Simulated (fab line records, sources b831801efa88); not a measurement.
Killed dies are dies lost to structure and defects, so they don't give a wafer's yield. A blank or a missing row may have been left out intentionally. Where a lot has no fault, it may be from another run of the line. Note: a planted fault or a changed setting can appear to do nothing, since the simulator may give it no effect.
fab line records	flow gf180mcu
record: lots: 5	wafers: 23
route steps=602 shown STI@11 MVSD@74 VT_IMPLANT@103 DUAL_GATE@156 POLY_GATE@162 HV_LDD@182
start_h: hours from the record's first day to the start of the lot's first wafer shown	wait_h: how many hours have passed since the lot's step before this one	" as in the row above	L1.1+2: several wafers, shown together as one row	- no value present, or no start provided	* or withheld: withheld	< > ~ a bound
route shown NAME@n: NAME is a module with steps in the file, n the number in the route of the first one	usual: the fault-free wafers' mean and standard deviation	same: alike in all rows	chamber/n: place in a boat	sites: readings site by site	_std_site: how widely they spread, as a standard deviation	_edge_site: mean of outer sites minus mean of inner sites	radius_mm: for every site, how far away it sits from the centre of the wafer	mask NAME#n: copy n	behind: the tool/chamber that last shaped the wafer	hold: reason for holding the lot/hours on hold/outcome of the hold	device: which transistor (n, p or np) failed to switch	end of line: tests run on the same wafers once the route is complete	a step with no rows: only its recipe	killed: the dies lost at the first sort to structure and to defects; this is not the yield of the wafer	map: a wafer's dies, x killed, . not, _ none there
set.NAME: the run value of the setting; set.NAME@STEP: its run value at that earlier step	model.NAME: the simulator's own value behind a step, which no gauge read
lots run with intentionally changed settings; tables by step, rows by wafer
== steps ==
step: GF_STI_PEB_10
recipe: peb_temp_c: 135	peb_time_s: 90	resist: KrF
lot.wafer	tool	chamber	start_h	wait_h	set.peb_temp_c
L074.1+2+6	litho_track-01	0	-	-	135
L074.4+5	"	0	"	"	133.3
L077.1+2	litho_track-02	0	-	-	135
L077.4+5+6	"	0	"	"	132.1
L079.1+3+6	litho_track-03	0	-	-	135
L078.1+4+6	litho_track-03	0	-	-	138.7
L078.2+5	"	0	"	"	135
L084.1+2+6	litho_track-02	0	-	-	132.9
L084.3+5	"	0	"	"	135
step: GF_STI_DEVELOP_11
recipe: develop_time_s: 60	dev_temp_c: 21
step: GF_STI_CD_MEAS_12
recipe: target_cd_nm: 220
usual: cd_nm: 220.2/1.2
lot.wafer	tool	chamber	start_h	wait_h	set.peb_temp_c@STI_PEB_10	cd_nm
L074.1	cd_sem-01	-	25.84	0.1	135	220.0
L074.2	"	-	"	"	135	221.4
L074.4	"	-	"	"	133.3	225.6
L074.5	"	-	"	"	133.3	225.4
L074.6	"	-	"	"	135	220.5
L077.1	cd_sem-01	-	39.87	0.1	135	218.9
L077.2	"	-	"	"	135	220.6
L077.4	"	-	"	"	132.1	228.2
L077.5	"	-	"	"	132.1	227.9
L077.6	"	-	"	"	132.1	227.9
L079.1	cd_sem-01	-	49.67	0.1	135	222.3
L079.3	"	-	"	"	135	220.5
L079.6	"	-	"	"	135	222.0
L078.1	cd_sem-02	-	50.02	0.1	138.7	211.9
L078.2	"	-	"	"	135	219.5
L078.4	"	-	"	"	138.7	210.1
L078.5	"	-	"	"	135	219.5
L078.6	"	-	"	"	138.7	212.4
L084.1	cd_sem-01	-	81.22	0.1	132.9	226.5
L084.2	"	-	"	"	132.9	227.6
L084.3	"	-	"	"	135	219.5
L084.5	"	-	"	"	135	219.8
L084.6	"	-	"	"	132.9	226.9
step: GF_STI_ETCH_13
recipe: chemistry: CHF3/O2	stop_on: Si	over_etch_frac: 0.3	target_depth_a: 2823.1	source_w: 600	bias_w: 200	pressure_mtorr: 40	chf3_flow_sccm: 50	O2_flow_sccm: 5	time_s: 112.9
lot.wafer	tool	chamber	start_h	wait_h	set.peb_temp_c@STI_PEB_10	model.STI.cd_nm
L074.1	rie_diel-02	2	25.96	0.1	135	219.5
L074.2	"	1	"	"	135	221.2
L074.4	"	3	"	"	133.3	226
L074.5	"	0	"	"	133.3	225.1
L074.6	"	1	"	"	135	220.5
L077.1	rie_diel-02	2	39.99	0.1	135	218.6
L077.2	"	1	"	"	135	220.1
L077.4	"	3	"	"	132.1	228.2
L077.5	"	0	"	"	132.1	227.7
L077.6	"	1	"	"	132.1	228
L079.1	rie_diel-04	2	49.79	0.1	135	221.9
L079.3	"	1	"	"	135	221
L079.6	"	3	"	"	135	221.6
L078.1	rie_diel-01	3	50.14	0.1	138.7	212.2
L078.2	"	2	"	"	135	219.7
L078.4	"	1	"	"	138.7	210.3
L078.5	"	0	"	"	135	218.7
L078.6	"	1	"	"	138.7	212.7
L084.1	rie_diel-04	2	81.34	0.1	132.9	226.3
L084.2	"	3	"	"	132.9	226.8
L084.3	"	0	"	"	135	219.3
L084.5	"	1	"	"	135	219.7
L084.6	"	0	"	"	132.9	226.7
step: GF_STI_ETCH_14
recipe: target: Si	chemistry: HBr/Cl2/O2	target_depth_nm: 360	icp_w: 600	bias_w: 150	pressure_mtorr: 15	HBr_flow_sccm: 150	Cl2_flow_sccm: 40	O2_flow_sccm: 6	time_s: 102.9
lot.wafer	tool	chamber	start_h	wait_h	set.peb_temp_c@STI_PEB_10	model.STI.cd_nm
L074.1+6	rie_si-01	2,3	26.03	0.0	135	220
L074.2	"	3	"	"	135	221.9
L074.4	"	1	"	"	133.3	224.7
L074.5	"	0	"	"	133.3	228.8
L077.1	rie_si-02	2	40.07	0.0	135	220
L077.2	"	1	"	"	135	222.4
L077.4	"	0	"	"	132.1	227.9
L077.5	"	1	"	"	132.1	229.7
L077.6	"	2	"	"	132.1	229.1
L079.1	rie_si-01	0	49.87	0.0	135	223.5
L079.3	"	2	"	"	135	219.8
L079.6	"	3	"	"	135	220.3
L078.1	rie_si-02	2	50.22	0.0	138.7	210.6
L078.2	"	1	"	"	135	220.1
L078.4	"	2	"	"	138.7	208
L078.5	"	1	"	"	135	218.7
L078.6	"	3	"	"	138.7	207.7
L084.1	rie_si-01	1	81.42	0.0	132.9	225.8
L084.2	"	2	"	"	132.9	222.1
L084.3	"	0	"	"	135	219.7
L084.5	"	0	"	"	135	219.9
L084.6	"	1	"	"	132.9	225.3
step: GF_STI_WET_ETCH_17
recipe: chemistry: H3PO4	target_depth_nm: 45	temp_c: 160	target: Si3N4	time_s: 514
lot.wafer	tool	chamber	start_h	wait_h	set.time_s	model.Si3N4_of_STI_CVD_03.thk_nm
L074.1	-	-	-	0.0	591.1	153.5
L074.2	"	-	"	"	591.1	152.9
L074.4	"	-	"	"	591.1	152.8
L074.5	"	-	"	"	591.1	154.2
L074.6	"	-	"	"	591.1	152.5
L077.1	-	-	-	0.0	514	159.9
L077.2	"	-	"	"	514	159.6
L077.4	"	-	"	"	514	162.2
L077.5	"	-	"	"	514	162.8
L077.6	"	-	"	"	514	160.8
L079.1	wet_bench-02	3	50.06	0.0	514	166.6
L079.3	"	3	"	"	514	167.9
L079.6	"	3	"	"	514	165.3
L078.1	-	-	-	0.0	569.4	157.1
L078.2	"	-	"	"	569.4	156.2
L078.4	"	-	"	"	569.4	155.6
L078.5	"	-	"	"	569.4	158.2
L078.6	"	-	"	"	569.4	155.7
L084.1+2	-	-	-	0.0	466.5	168
L084.3	"	-	"	"	466.5	167.1
L084.5	"	-	"	"	466.5	168.5
L084.6	"	-	"	"	466.5	169.2
step: GF_MVSD_IMPLANT_08
recipe: species: P	energy_kev: 400	dose_cm2: 1.6e+13	tilt_deg: 0
lot.wafer	tool	chamber	start_h	wait_h	set.dose_cm2
L074.1+2+5	implanter-03	0	92.42	0.0	1.871e+13
L074.4+6	"	0	"	"	1.6e+13
L077.1+6	implanter-01	0	104.86	0.0	1.6e+13
L077.2+4+5	"	0	"	"	1.499e+13
L079.1+3+6	implanter-01	0	116.35	0.0	1.6e+13
L078.1+2+4+5+6	implanter-01	0	116.96	0.0	1.6e+13
L084.1+2+3	implanter-02	0	144.32	0.0	1.6e+13
L084.5+6	"	0	"	"	1.501e+13
step: GF_MVSD_STRIP_10
recipe: chemistry: O2/N2	power_w: 1400	pressure_mtorr: 1500	platen_temp_c: 250	o2_flow_sccm: 3000	n2_flow_sccm: 300	overash_fraction: 0.5
usual: oes_product_au: 0.723/0.004	strip_time_to_endpoint_s: 36.72/0.11
lot.wafer	tool	chamber	start_h	wait_h	set.power_w	oes_product_au	strip_time_to_endpoint_s
L074.1	plasma_asher-02	1	92.72	0.1	1524	0.755	34.04
L074.2	"	0	"	"	1400	0.725	36.70
L074.4	"	0	"	"	1524	0.751	34.00
L074.5	"	1	"	"	1524	0.756	34.31
L074.6	"	0	"	"	1400	0.720	36.38
L077.1	plasma_asher-04	0	105.16	0.1	1554	0.770	33.69
L077.2	"	1	"	"	1400	0.723	36.40
L077.4	"	0	"	"	1400	0.717	36.64
L077.5	"	1	"	"	1554	0.769	33.63
L077.6	"	0	"	"	1400	0.719	36.43
L079.1	plasma_asher-03	1	116.65	0.1	1400	0.728	36.93
L079.3	"	0	"	"	1400	0.724	36.92
L079.6	"	0	"	"	1400	0.722	36.90
L078.1	plasma_asher-04	0	117.26	0.1	1400	0.725	36.86
L078.2	"	1	"	"	1400	0.731	36.85
L078.4	"	0	"	"	1330	0.706	38.63
L078.5	"	0	"	"	1400	0.720	36.88
L078.6	"	1	"	"	1330	0.701	38.30
L084.1	plasma_asher-04	1	144.92	0.2	1400	0.726	36.55
L084.2	"	0	"	"	1400	0.730	36.79
L084.3	"	0	"	"	1400	0.716	36.71
L084.5	"	1	"	"	1400	0.723	36.82
L084.6	"	0	"	"	1400	0.720	36.76
step: GF_MVSD_TW_MEAS_11
usual: MVSD_TW: 1572/11
lot.wafer	tool	chamber	start_h	wait_h	set.dose_cm2@MVSD_IMPLANT_08	MVSD_TW
L074.1	film_metro-01	-	92.82	0.1	1.871e+13	1630
L074.2	"	-	"	"	1.871e+13	1630
L074.4	"	-	"	"	1.6e+13	1553
L074.5	"	-	"	"	1.871e+13	1625
L074.6	"	-	"	"	1.6e+13	1554
L077.1	film_metro-01	-	105.26	0.1	1.6e+13	1563
L077.2	"	-	"	"	1.499e+13	1539
L077.4	"	-	"	"	1.499e+13	1541
L077.5	"	-	"	"	1.499e+13	1530
L077.6	"	-	"	"	1.6e+13	1571
L079.1	film_metro-01	-	116.75	0.1	1.6e+13	1559
L079.3	"	-	"	"	1.6e+13	1563
L079.6	"	-	"	"	1.6e+13	1571
L078.1	film_metro-02	-	117.36	0.1	1.6e+13	1591
L078.2	"	-	"	"	1.6e+13	1580
L078.4	"	-	"	"	1.6e+13	1595
L078.5	"	-	"	"	1.6e+13	1576
L078.6	"	-	"	"	1.6e+13	1586
L084.1	film_metro-01	-	145.02	0.1	1.6e+13	1556
L084.2	"	-	"	"	1.6e+13	1555
L084.3	"	-	"	"	1.6e+13	1552
L084.5	"	-	"	"	1.501e+13	1536
L084.6	"	-	"	"	1.501e+13	1521
step: GF_VT_IMPLANT_COAT_13
recipe: resist: NOVOLAK	spin_rpm: 3000	resist_thk_nm: 1000
lot.wafer	tool	chamber	start_h	wait_h	set.spin_rpm	model.NOVOLAK_of_VT_IMPLANT_COAT_13.thk_nm
L074.1	litho_track-01	0	128.63	0.1	2809	1028
L074.2	"	0	"	"	3000	997.9
L074.4	"	0	"	"	2809	1029
L074.5	"	0	"	"	3000	995.5
L074.6	"	0	"	"	3000	996.5
L077.1	litho_track-04	0	141.31	0.1	3000	1004
L077.2	"	0	"	"	3000	1002
L077.4	"	0	"	"	3000	1001
L077.5	"	0	"	"	3000	1006
L077.6	"	0	"	"	3000	1000
L079.1+3	litho_track-04	0	155.36	0.1	3000	1004
L079.6	"	0	"	"	3000	1001
L078.1	litho_track-02	0	156.07	0.1	3000	998.8
L078.2	"	0	"	"	2923	1012
L078.4	"	0	"	"	3000	1001
L078.5	"	0	"	"	2923	1017
L078.6	"	0	"	"	2923	1015
L084.1	litho_track-02	0	185.52	0.1	3204	965
L084.2	"	0	"	"	3204	965.2
L084.3	"	0	"	"	3000	999.4
L084.5	"	0	"	"	3204	963.5
L084.6	"	0	"	"	3000	996.8
step: GF_VT_IMPLANT_SOFTBAKE_14
recipe: temp_c: 90	time_s: 60	resist: NOVOLAK
step: GF_VT_IMPLANT_EXPOSE_15
recipe: mask_id: Nwell_LV_AREA	target_cd_nm: 860	na: 0.6	source_shape: conventional	sigma_outer: 0.6	dose_mj: 140
step: GF_VT_IMPLANT_IMPLANT_19
recipe: species: As	energy_kev: 100	dose_cm2: 4.35e+12	tilt_deg: 7.434
step: GF_VT_IMPLANT_STRIP_20
recipe: chemistry: O2/N2	power_w: 1400	pressure_mtorr: 1500	platen_temp_c: 250	o2_flow_sccm: 3000	n2_flow_sccm: 300	overash_fraction: 0.5
usual: strip_time_to_endpoint_s: 12.62/0.035
lot.wafer	tool	chamber	start_h	wait_h	set.spin_rpm@VT_IMPLANT_COAT_13	strip_time_to_endpoint_s
L074.1	plasma_asher-03	0	136.41	0.1	2809	12.87
L074.2	"	1	"	"	3000	12.60
L074.4	"	0	"	"	2809	12.91
L074.5	"	1	"	"	3000	12.57
L074.6	"	0	"	"	3000	12.59
L077.1	plasma_asher-04	1	149.05	0.1	3000	12.68
L077.2	"	0	"	"	3000	12.66
L077.4	"	1	"	"	3000	12.65
L077.5	"	0	"	"	3000	12.71
L077.6	"	1	"	"	3000	12.61
L079.1	plasma_asher-01	0	163.81	0.1	3000	12.68
L079.3	"	1	"	"	3000	12.67
L079.6	"	1	"	"	3000	12.65
L078.1	plasma_asher-04	1	165.06	0.1	3000	12.60
L078.2	"	0	"	"	2923	12.77
L078.4	"	0	"	"	3000	12.64
L078.5	"	1	"	"	2923	12.83
L078.6	"	0	"	"	2923	12.79
L084.1	plasma_asher-04	0	194.12	0.1	3204	12.22
L084.2	"	1	"	"	3204	12.22
L084.3	"	0	"	"	3000	12.62
L084.5	"	0	"	"	3204	12.21
L084.6	"	1	"	"	3000	12.59
step: GF_VT_IMPLANT_SOFTBAKE_36
recipe: temp_c: 90	time_s: 60	resist: NOVOLAK
lot.wafer	tool	chamber	start_h	wait_h	set.temp_c
L074.1+2+4	litho_track-01	0	159.43	0.1	92.02
L074.5+6	"	0	"	"	90
L077.1+4+6	litho_track-04	0	173.41	0.1	90
L077.2+5	"	0	"	"	91.68
L079.1+3+6	litho_track-01	0	187.83	0.1	90
L078.1+2	litho_track-01	0	190.28	0.1	90
L078.4+5+6	"	0	"	"	92.08
L084.1+2+6	litho_track-02	0	219.77	0.1	90
L084.3+5	"	0	"	"	93.64
step: GF_VT_IMPLANT_IMPLANT_41
recipe: species: As	energy_kev: 70	dose_cm2: 1.013e+12	tilt_deg: 7
lot.wafer	tool	chamber	start_h	wait_h	set.dose_cm2
L074.1+2+6	implanter-02	0	167.80	0.0	1.013e+12
L074.4+5	"	0	"	"	1.054e+12
L077.1+2+4+5+6	implanter-04	0	181.70	0.0	1.013e+12
L079.1+3+6	implanter-04	0	196.01	0.0	1.013e+12
L078.1+2+4+5+6	implanter-04	0	199.02	0.0	1.013e+12
L084.1+2+3+5+6	implanter-02	0	228.31	0.0	1.013e+12
step: GF_VT_IMPLANT_STRIP_42
recipe: chemistry: O2/N2	power_w: 1400	pressure_mtorr: 1500	platen_temp_c: 250	o2_flow_sccm: 3000	n2_flow_sccm: 300	overash_fraction: 0.5
usual: strip_time_to_endpoint_s: 12.61/0.03
lot.wafer	tool	chamber	start_h	wait_h	set.temp_c@VT_IMPLANT_SOFTBAKE_36	strip_time_to_endpoint_s
L074.1	plasma_asher-04	1	167.95	0.1	92.02	12.46
L074.2	"	0	"	"	92.02	12.53
L074.4	"	1	"	"	92.02	12.52
L074.5	"	0	"	"	90	12.58
L074.6	"	1	"	"	90	12.58
L077.1	plasma_asher-01	0	181.85	0.1	90	12.65
L077.2	"	1	"	"	91.68	12.57
L077.4	"	0	"	"	90	12.66
L077.5	"	0	"	"	91.68	12.59
L077.6	"	1	"	"	90	12.67
L079.1	plasma_asher-04	1	196.16	0.1	90	12.64
L079.3	"	1	"	"	90	12.64
L079.6	"	1	"	"	90	12.65
L078.1	plasma_asher-04	1	199.17	0.1	90	12.57
L078.2	"	0	"	"	90	12.64
L078.4	"	1	"	"	92.08	12.52
L078.5	"	1	"	"	92.08	12.51
L078.6	"	0	"	"	92.08	12.57
L084.1	plasma_asher-04	0	228.46	0.1	90	12.63
L084.2	"	1	"	"	90	12.61
L084.3	"	0	"	"	93.64	12.52
L084.5	"	1	"	"	93.64	12.54
L084.6	"	0	"	"	90	12.64
step: GF_DUAL_GATE_OXIDATION_15
recipe: temp_c: 850	ambient: O2	stabilise_s: 600	purge_s: 300	target_thk_a: 70.98	ox_time_s: 1995
lot.wafer	tool	chamber	start_h	wait_h	set.ox_time_s	model.SiO2_of_DUAL_GATE_OXIDATION_02.thk_nm
L074.1	-	-	-	0.0	1727	14.11
L074.2	"	-	"	"	1727	14.05
L074.4	"	-	"	"	1727	13.87
L074.5	"	-	"	"	1727	14.04
L074.6	"	-	"	"	1727	13.9
L077.1	-	-	-	1.3	1797	14.19
L077.2	"	-	"	"	1797	14.28
L077.4	"	-	"	"	1797	14.25
L077.5	"	-	"	"	1797	14.29
L077.6	"	-	"	"	1797	14.3
L079.1	furnace-02	0	215.65	0.0	1995	14.44
L079.3+6	"	0	"	"	1995	14.25
L078.1	-	-	-	0.0	2140	14.7
L078.2	"	-	"	"	2140	14.83
L078.4	"	-	"	"	2140	14.61
L078.5	"	-	"	"	2140	14.79
L078.6	"	-	"	"	2140	14.91
L084.1	-	-	-	0.0	1875	14.42
L084.2	"	-	"	"	1875	14.5
L084.3	"	-	"	"	1875	14.39
L084.5	"	-	"	"	1875	14.4
L084.6	"	-	"	"	1875	14.38
step: GF_POLY_GATE_COAT_05
recipe: resist: KrF	spin_rpm: withheld	resist_thk_nm: 700
lot.wafer	tool	chamber	start_h	wait_h	set.resist_thk_nm	model.KrF_of_POLY_GATE_COAT_05.thk_nm
L074.1	litho_track-02	0	-	-	700	701.2
L074.2	"	0	"	"	718.4	718.5
L074.4	"	0	"	"	718.4	718.3
L074.5	"	0	"	"	700	698.5
L074.6	"	0	"	"	718.4	717.9
L077.1	litho_track-03	0	-	-	700	698.2
L077.2	"	0	"	"	660.2	659.4
L077.4	"	0	"	"	700	699.5
L077.5	"	0	"	"	660.2	659.6
L077.6	"	0	"	"	660.2	658.7
L079.1	litho_track-02	0	-	-	700	699.8
L079.3	"	0	"	"	700	701.4
L079.6	"	0	"	"	700	699.6
L078.1	litho_track-03	0	-	-	700	706
L078.2	"	0	"	"	700	704.2
L078.4	"	0	"	"	673.9	679.2
L078.5	"	0	"	"	700	704.1
L078.6	"	0	"	"	673.9	678.8
L084.1	litho_track-02	0	-	-	700	701.5
L084.2	"	0	"	"	732.7	735.6
L084.3	"	0	"	"	732.7	733.8
L084.5	"	0	"	"	732.7	732.5
L084.6	"	0	"	"	700	702.8
step: GF_HV_LDD_DEVELOP_06
recipe: develop_time_s: 60	dev_temp_c: 23
lot.wafer	tool	chamber	start_h	wait_h	set.dev_temp_c
L074.1+2	litho_track-03	0	226.57	0.1	26.62
L074.4+5+6	"	0	"	"	23
L077.1+2+5	litho_track-04	0	243.11	0.1	20.79
L077.4+6	"	0	"	"	23
L079.1+3+6	litho_track-04	0	257.01	0.1	23
L078.1+5	litho_track-03	0	259.32	0.1	23
L078.2+4+6	"	0	"	"	25.4
L084.1+5	litho_track-02	0	292.57	0.1	20.65
L084.2+3+6	"	0	"	"	23
step: GF_HV_LDD_CD_MEAS_07
recipe: target_cd_nm: 400
usual: cd_nm: 399.0/2
lot.wafer	tool	chamber	start_h	wait_h	set.dev_temp_c@HV_LDD_DEVELOP_06	cd_nm
L074.1	cd_sem-01	-	226.72	0.1	26.62	384.4
L074.2	"	-	"	"	26.62	387.0
L074.4	"	-	"	"	23	398.4
L074.5	"	-	"	"	23	402.0
L074.6	"	-	"	"	23	400.1
L077.1	cd_sem-02	-	243.26	0.1	20.79	410.0
L077.2	"	-	"	"	20.79	407.6
L077.4	"	-	"	"	23	400.3
L077.5	"	-	"	"	20.79	406.4
L077.6	"	-	"	"	23	400.4
L079.1	cd_sem-01	-	257.16	0.1	23	398.4
L079.3	"	-	"	"	23	396.8
L079.6	"	-	"	"	23	398.8
L078.1	cd_sem-02	-	259.47	0.1	23	396.2
L078.2	"	-	"	"	25.4	387.4
L078.4	"	-	"	"	25.4	390.0
L078.5	"	-	"	"	23	396.3
L078.6	"	-	"	"	25.4	387.6
L084.1	cd_sem-02	-	292.72	0.1	20.65	409.3
L084.2	"	-	"	"	23	400.7
L084.3	"	-	"	"	23	399.0
L084.5	"	-	"	"	20.65	408.7
L084.6	"	-	"	"	23	401.6
step: GF_HV_LDD_DEVELOP_18
recipe: develop_time_s: 60	dev_temp_c: 23
lot.wafer	tool	chamber	start_h	wait_h	set.develop_time_s
L074.1+4	litho_track-02	0	245.22	0.1	60
L074.2+5+6	"	0	"	"	67.28
L077.1+2+4+5+6	litho_track-02	0	262.07	0.1	60
L079.1+3+6	litho_track-04	0	275.86	0.1	60
L078.1+6	litho_track-04	0	278.26	0.1	60
L078.2+4+5	"	0	"	"	67.89
L084.1+3+5	litho_track-03	0	312.92	0.1	60
L084.2+6	"	0	"	"	57.24
step: GF_HV_LDD_CD_MEAS_19
recipe: target_cd_nm: 400
usual: cd_nm: 400.8/2.3
lot.wafer	tool	chamber	start_h	wait_h	set.develop_time_s@HV_LDD_DEVELOP_18	cd_nm
L074.1	cd_sem-02	-	245.45	0.2	60	400.6
L074.2	"	-	"	"	67.28	410.2
L074.4	"	-	"	"	60	399.7
L074.5	"	-	"	"	67.28	412.7
L074.6	"	-	"	"	67.28	411.1
L077.1	cd_sem-02	-	262.22	0.1	60	398.6
L077.2	"	-	"	"	60	398.6
L077.4	"	-	"	"	60	398.4
L077.5	"	-	"	"	60	396.4
L077.6	"	-	"	"	60	399.2
L079.1	cd_sem-02	-	276.01	0.1	60	406.7
L079.3	"	-	"	"	60	406.1
L079.6	"	-	"	"	60	407.3
L078.1	cd_sem-01	-	278.41	0.1	60	400.5
L078.2	"	-	"	"	67.89	411.1
L078.4	"	-	"	"	67.89	410.5
L078.5	"	-	"	"	67.89	412.5
L078.6	"	-	"	"	60	400.4
L084.1	cd_sem-01	-	313.07	0.1	60	401.9
L084.2	"	-	"	"	57.24	395.9
L084.3	"	-	"	"	60	399.6
L084.5	"	-	"	"	60	400.9
L084.6	"	-	"	"	57.24	397.0
== key ==
split: step: GF_STI_PEB_10	setting: peb_temp_c	stated: 135	by: wafer
response: step: GF_STI_CD_MEAS_12	reading: cd_nm	change: -3.56	per: 1%	r: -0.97
response: step: GF_STI_ETCH_13	reading: model.STI.cd_nm	change: -3.5	per: 1%	r: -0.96
response: step: GF_STI_ETCH_14	reading: model.STI.cd_nm	change: -3.75	per: 1%	r: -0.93
split: step: GF_STI_WET_ETCH_17	setting: time_s	stated: 514	by: lot
response: step: GF_STI_WET_ETCH_17	reading: model.Si3N4_of_STI_CVD_03.thk_nm	change: -0.614	per: 1%	r: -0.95
split: step: GF_MVSD_IMPLANT_08	setting: dose_cm2	stated: 1.6e+13	by: wafer
response: step: GF_MVSD_TW_MEAS_11	reading: MVSD_TW	change: +4.43	per: 1%	r: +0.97
split: step: GF_MVSD_STRIP_10	setting: power_w	stated: 1400	by: wafer
response: step: GF_MVSD_STRIP_10	reading: oes_product_au	change: +0.00417	per: 1%	r: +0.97
response: step: GF_MVSD_STRIP_10	reading: strip_time_to_endpoint_s	change: *	per: 1%	r: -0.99
split: step: GF_VT_IMPLANT_COAT_13	setting: spin_rpm	stated: 3000	by: wafer
response: step: GF_VT_IMPLANT_COAT_13	reading: model.NOVOLAK_of_VT_IMPLANT_COAT_13.thk_nm	change: -5.02	per: 1%	r: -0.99
response: step: GF_VT_IMPLANT_STRIP_20	reading: strip_time_to_endpoint_s	change: *	per: 1%	r: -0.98
split: step: GF_VT_IMPLANT_SOFTBAKE_36	setting: temp_c	stated: 90	by: wafer
response: step: GF_VT_IMPLANT_STRIP_42	reading: strip_time_to_endpoint_s	change: *	per: 1%	r: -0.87
split: step: GF_VT_IMPLANT_IMPLANT_41	setting: dose_cm2	stated: 1.013e+12	by: wafer
response none clear
split: step: GF_DUAL_GATE_OXIDATION_15	setting: ox_time_s	stated: 1995	by: lot
response: step: GF_DUAL_GATE_OXIDATION_15	reading: model.SiO2_of_DUAL_GATE_OXIDATION_02.thk_nm	change: +0.0321	per: 1%	r: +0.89
split: step: GF_POLY_GATE_COAT_05	setting: resist_thk_nm	stated: 700	by: wafer
response: step: GF_POLY_GATE_COAT_05	reading: model.KrF_of_POLY_GATE_COAT_05.thk_nm	change: +6.92	per: 1%	r: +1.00
split: step: GF_HV_LDD_DEVELOP_06	setting: dev_temp_c	stated: 23	by: wafer
response: step: GF_HV_LDD_CD_MEAS_07	reading: cd_nm	change: -0.854	per: 1%	r: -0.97
split: step: GF_HV_LDD_DEVELOP_18	setting: develop_time_s	stated: 60	by: wafer
response: step: GF_HV_LDD_CD_MEAS_19	reading: cd_nm	change: +0.877	per: 1%	r: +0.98
